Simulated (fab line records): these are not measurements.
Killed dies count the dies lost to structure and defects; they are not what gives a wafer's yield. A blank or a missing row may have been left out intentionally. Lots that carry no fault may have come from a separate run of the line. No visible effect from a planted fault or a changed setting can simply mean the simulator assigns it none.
What tool caused it? :: flow sky130 :: 45 wafers from 15 lots sampled at 2 of the route's 708 steps

## WHAT EACH GAUGE READ, for each wafer
The record lacks any reading of a measuring or inspecting step that a usual standard deviation could be used to judge.

## WHAT TOOL EACH LOT RAN ON (gives the tool, then ch and the chambers of the sampled wafers, and finally the start)
lot: L637
SKY_METAL4_SPUTTER_03: pvd_sputter-04, day 41 07:35
SKY_PAD_OPEN_PROBE_99: prober-02, day 47 10:35

lot: L638
SKY_METAL4_SPUTTER_03: pvd_sputter-02, day 41 08:50
SKY_PAD_OPEN_PROBE_99: prober-01, day 47 10:45

lot: L639
SKY_METAL4_SPUTTER_03: pvd_sputter-02, day 41 15:19
SKY_PAD_OPEN_PROBE_99: prober-02, day 47 15:38

lot: L641
SKY_METAL4_SPUTTER_03: pvd_sputter-03, day 42 01:37
SKY_PAD_OPEN_PROBE_99: prober-01, day 48 00:53

lot: L642
SKY_METAL4_SPUTTER_03: pvd_sputter-02, day 42 05:06
SKY_PAD_OPEN_PROBE_99: prober-02, day 48 03:34

lot: L643
SKY_METAL4_SPUTTER_03: pvd_sputter-02, day 42 18:31
SKY_PAD_OPEN_PROBE_99: prober-01, day 48 13:38

lot: L644
SKY_METAL4_SPUTTER_03: pvd_sputter-03, day 42 19:28
SKY_PAD_OPEN_PROBE_99: prober-02, day 48 13:57

lot: L645
SKY_METAL4_SPUTTER_03: pvd_sputter-04, day 43 02:36
SKY_PAD_OPEN_PROBE_99: prober-01, day 48 20:38

lot: L646
SKY_METAL4_SPUTTER_03: pvd_sputter-03, day 43 15:34
SKY_PAD_OPEN_PROBE_99: prober-02, day 49 07:14

lot: L647
SKY_METAL4_SPUTTER_03: pvd_sputter-03, day 43 22:07
SKY_PAD_OPEN_PROBE_99: prober-01, day 49 12:59

lot: L648
SKY_METAL4_SPUTTER_03: pvd_sputter-03, day 44 06:00
SKY_PAD_OPEN_PROBE_99: prober-02, day 49 18:35

lot: L656
SKY_METAL4_SPUTTER_03: pvd_sputter-02, day 46 02:07
SKY_PAD_OPEN_PROBE_99: prober-01, day 51 04:32

lot: L657
SKY_METAL4_SPUTTER_03: pvd_sputter-02, day 46 11:31
SKY_PAD_OPEN_PROBE_99: prober-01, day 51 12:42

lot: L658
SKY_METAL4_SPUTTER_03: pvd_sputter-04, day 46 13:01
SKY_PAD_OPEN_PROBE_99: prober-02, day 51 13:11

lot: L659
SKY_METAL4_SPUTTER_03: pvd_sputter-04, day 46 23:34
SKY_PAD_OPEN_PROBE_99: prober-01, day 51 20:43
- SKY_METAL4_SPUTTER_03: material Ti, target thk 5 nm, time 3.3 s.
- SKY_PAD_OPEN_PROBE_99

## AS READ BY THE TOOLS THEMSELVES (means over the sampled wafers that have a number; for cases with no such wafer, the mark the record gives instead)
SKY_METAL4_SPUTTER_03. Usual: throttle_valve_pct 29.8 %, standard deviation 1.6.
lot: L637
tool: pvd_sputter-04
throttle_valve_pct (%): 30.2
flag: 

lot: L638
tool: pvd_sputter-02
throttle_valve_pct (%): 30.4
flag: 

lot: L639
tool: pvd_sputter-02
throttle_valve_pct (%): 27.7
flag: 

lot: L641
tool: pvd_sputter-03
throttle_valve_pct (%): 29.8
flag: 

lot: L642
tool: pvd_sputter-02
throttle_valve_pct (%): 28.3
flag: 

lot: L643
tool: pvd_sputter-02
throttle_valve_pct (%): 29.6
flag: 

lot: L644
tool: pvd_sputter-03
throttle_valve_pct (%): 30.2
flag: 

lot: L645
tool: pvd_sputter-04
throttle_valve_pct (%): 30.4
flag: 

lot: L646
tool: pvd_sputter-03
throttle_valve_pct (%): 29.8
flag: 

lot: L647
tool: pvd_sputter-03
throttle_valve_pct (%): 29.1
flag: 

lot: L648
tool: pvd_sputter-03
throttle_valve_pct (%): 29.3
flag: 

lot: L656
tool: pvd_sputter-02
throttle_valve_pct (%): 28.4
flag: 

lot: L657
tool: pvd_sputter-02
throttle_valve_pct (%): 30.1
flag: 

lot: L658
tool: pvd_sputter-04
throttle_valve_pct (%): 30.6
flag: 

lot: L659
tool: pvd_sputter-04
throttle_valve_pct (%): 30.1
flag: 

SKY_PAD_OPEN_PROBE_99. Usual: defect_limited_yield 82.3 %, standard deviation 1.8; killed_at_M0_to_M3 43, standard deviation 6.9; killed_at_M4_up 3.2, standard deviation 1.6; killed_at_contacts 25, standard deviation 5.1; killed_at_front_end 16, standard deviation 4.5; killed_at_other 0.3, standard deviation 0.68; killed_dies 87, standard deviation 8.9; killed_open 48, standard deviation 6.9; killed_short 39, standard deviation 6.3; sort_bin_3_pad_short 0.8 %, standard deviation 0.4; sort_bin_5_function 10.5 %, standard deviation 1.4; sort_bin_6_memory 6.4 %, standard deviation 1.1; sort_n_pass 405, standard deviation 8.9; sort_yield_pct 82.3 %, standard deviation 1.8.
lot: L637
tool: prober-02
defect_limited_yield (%): 82.4
killed_at_M0_to_M3: 38
killed_at_M4_up: 3.0
killed_at_contacts: 27
killed_at_front_end: 18
killed_at_other: 0.3
killed_dies: 87
killed_open: 44
killed_short: 43
sort_bin_3_pad_short (%): 0.9
sort_bin_5_function (%): 11.2
sort_bin_6_memory (%): 5.6
sort_n_pass: 405
sort_yield_pct (%): 82.4
flag: 

lot: L638
tool: prober-01
defect_limited_yield (%): 82.4
killed_at_M0_to_M3: 40
killed_at_M4_up: 4.7
killed_at_contacts: 23
killed_at_front_end: 19
killed_at_other: 0.0
killed_dies: 87
killed_open: 49
killed_short: 37
sort_bin_3_pad_short (%): 1.2
sort_bin_5_function (%): 10.4
sort_bin_6_memory (%): 6.0
sort_n_pass: 405
sort_yield_pct (%): 82.4
flag: 

lot: L639
tool: prober-02
defect_limited_yield (%): 83.3
killed_at_M0_to_M3: 42
killed_at_M4_up: 2.3
killed_at_contacts: 23
killed_at_front_end: 15
killed_at_other: 0.3
killed_dies: 82
killed_open: 43
killed_short: 39
sort_bin_3_pad_short (%): 0.5
sort_bin_5_function (%): 9.8
sort_bin_6_memory (%): 6.3
sort_n_pass: 410
sort_yield_pct (%): 83.3
flag: 

lot: L641
tool: prober-01
defect_limited_yield (%): 81.5
killed_at_M0_to_M3: 43
killed_at_M4_up: 1.3
killed_at_contacts: 25
killed_at_front_end: 21
killed_at_other: 1.3
killed_dies: 91
killed_open: 51
killed_short: 40
sort_bin_3_pad_short (%): 0.9
sort_bin_5_function (%): 11.3
sort_bin_6_memory (%): 6.4
sort_n_pass: 401
sort_yield_pct (%): 81.5
flag: 

lot: L642
tool: prober-02
defect_limited_yield (%): 81.9
killed_at_M0_to_M3: 43
killed_at_M4_up: 3.0
killed_at_contacts: 29
killed_at_front_end: 14
killed_at_other: 0.3
killed_dies: 89
killed_open: 48
killed_short: 40
sort_bin_3_pad_short (%): 0.6
sort_bin_5_function (%): 10.8
sort_bin_6_memory (%): 6.6
sort_n_pass: 403
sort_yield_pct (%): 81.9
flag: 

lot: L643
tool: prober-01
defect_limited_yield (%): 83.7
killed_at_M0_to_M3: 40
killed_at_M4_up: 4.3
killed_at_contacts: 25
killed_at_front_end: 10
killed_at_other: 0.0
killed_dies: 80
killed_open: 42
killed_short: 38
sort_bin_3_pad_short (%): 0.5
sort_bin_5_function (%): 10.0
sort_bin_6_memory (%): 5.8
sort_n_pass: 412
sort_yield_pct (%): 83.7
flag: 

lot: L644
tool: prober-02
defect_limited_yield (%): 82.0
killed_at_M0_to_M3: 47
killed_at_M4_up: 4.3
killed_at_contacts: 21
killed_at_front_end: 15
killed_at_other: 1.0
killed_dies: 88
killed_open: 43
killed_short: 45
sort_bin_3_pad_short (%): 0.5
sort_bin_5_function (%): 10.5
sort_bin_6_memory (%): 6.9
sort_n_pass: 404
sort_yield_pct (%): 82.0
flag: 

lot: L645
tool: prober-01
defect_limited_yield (%): 80.6
killed_at_M0_to_M3: 42
killed_at_M4_up: 2.7
killed_at_contacts: 33
killed_at_front_end: 17
killed_at_other: 0.3
killed_dies: 95
killed_open: 50
killed_short: 46
sort_bin_3_pad_short (%): 0.9
sort_bin_5_function (%): 11.2
sort_bin_6_memory (%): 7.3
sort_n_pass: 397
sort_yield_pct (%): 80.6
flag: 

lot: L646
tool: prober-02
defect_limited_yield (%): 79.7
killed_at_M0_to_M3: 39
killed_at_M4_up: 22.0
killed_at_contacts: 24
killed_at_front_end: 14
killed_at_other: 0.3
killed_dies: 100
killed_open: 45
killed_short: 36
sort_bin_3_pad_short (%): 1.5
sort_bin_5_function (%): 12.4
sort_bin_6_memory (%): 6.4
sort_n_pass: 392
sort_yield_pct (%): 79.7
flag: OFF

lot: L647
tool: prober-01
defect_limited_yield (%): 77.4
killed_at_M0_to_M3: 32
killed_at_M4_up: 41.3
killed_at_contacts: 25
killed_at_front_end: 13
killed_at_other: 0.0
killed_dies: 111
killed_open: 41
killed_short: 32
sort_bin_3_pad_short (%): 1.9
sort_bin_5_function (%): 15.3
sort_bin_6_memory (%): 5.5
sort_n_pass: 381
sort_yield_pct (%): 77.4
flag: OFF

lot: L648
tool: prober-02
defect_limited_yield (%): 78.1
killed_at_M0_to_M3: 50
killed_at_M4_up: 21.0
killed_at_contacts: 20
killed_at_front_end: 17
killed_at_other: 0.3
killed_dies: 108
killed_open: 44
killed_short: 46
sort_bin_3_pad_short (%): 2.3
sort_bin_5_function (%): 12.8
sort_bin_6_memory (%): 6.8
sort_n_pass: 384
sort_yield_pct (%): 78.1
flag: OFF

lot: L656
tool: prober-01
defect_limited_yield (%): 83.3
killed_at_M0_to_M3: 36
killed_at_M4_up: 4.0
killed_at_contacts: 23
killed_at_front_end: 19
killed_at_other: 0.0
killed_dies: 82
killed_open: 39
killed_short: 43
sort_bin_3_pad_short (%): 1.1
sort_bin_5_function (%): 9.2
sort_bin_6_memory (%): 6.4
sort_n_pass: 410
sort_yield_pct (%): 83.3
flag: 

lot: L657
tool: prober-01
defect_limited_yield (%): 82.7
killed_at_M0_to_M3: 44
killed_at_M4_up: 2.0
killed_at_contacts: 22
killed_at_front_end: 15
killed_at_other: 2.0
killed_dies: 85
killed_open: 46
killed_short: 38
sort_bin_3_pad_short (%): 0.7
sort_bin_5_function (%): 10.5
sort_bin_6_memory (%): 6.1
sort_n_pass: 407
sort_yield_pct (%): 82.7
flag: 

lot: L658
tool: prober-02
defect_limited_yield (%): 80.7
killed_at_M0_to_M3: 45
killed_at_M4_up: 4.3
killed_at_contacts: 25
killed_at_front_end: 20
killed_at_other: 0.7
killed_dies: 95
killed_open: 49
killed_short: 45
sort_bin_3_pad_short (%): 1.2
sort_bin_5_function (%): 10.3
sort_bin_6_memory (%): 7.8
sort_n_pass: 397
sort_yield_pct (%): 80.7
flag: 

lot: L659
tool: prober-01
defect_limited_yield (%): 82.9
killed_at_M0_to_M3: 47
killed_at_M4_up: 2.3
killed_at_contacts: 21
killed_at_front_end: 13
killed_at_other: 0.0
killed_dies: 84
killed_open: 49
killed_short: 35
sort_bin_3_pad_short (%): 0.8
sort_bin_5_function (%): 10.3
sort_bin_6_memory (%): 6.0
sort_n_pass: 408
sort_yield_pct (%): 82.9
flag: 

## THE ANSWER, worked out from the rows above alone
Rule: a lot counts as off when the mean over its wafers that have a number is more than 3 standard deviations away from the usual mean. Also off: a lot with no number at a reading for which 4 or more lots have one. Any other lot the step has rows for is counted as sound. After the gauges, taken in route order, come the tools' own readings; for these a lot's mean is taken, as printed above. The first step at which some lot is off is used, and at that step the reading that is off furthest; a lot without a number counts as furthest.
Off, at SKY_PAD_OPEN_PROBE_99 on killed_at_M4_up: L646, L647, L648.
If a tool, at that step or one of the process steps before it, ran each lot that is off and ran no sound lot following the first of them, it fits. One fits: pvd_sputter-03 at SKY_METAL4_SPUTTER_03. A fault onset in the window from L644 (day 42 19:28, its last sound lot) to L646 (day 43 15:34, its first lot off) fits.

## WHAT THE SIMULATOR HAD INSERTED
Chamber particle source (pvd_sputter-03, SKY_METAL4_SPUTTER_03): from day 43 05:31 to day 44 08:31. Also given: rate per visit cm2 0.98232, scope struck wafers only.
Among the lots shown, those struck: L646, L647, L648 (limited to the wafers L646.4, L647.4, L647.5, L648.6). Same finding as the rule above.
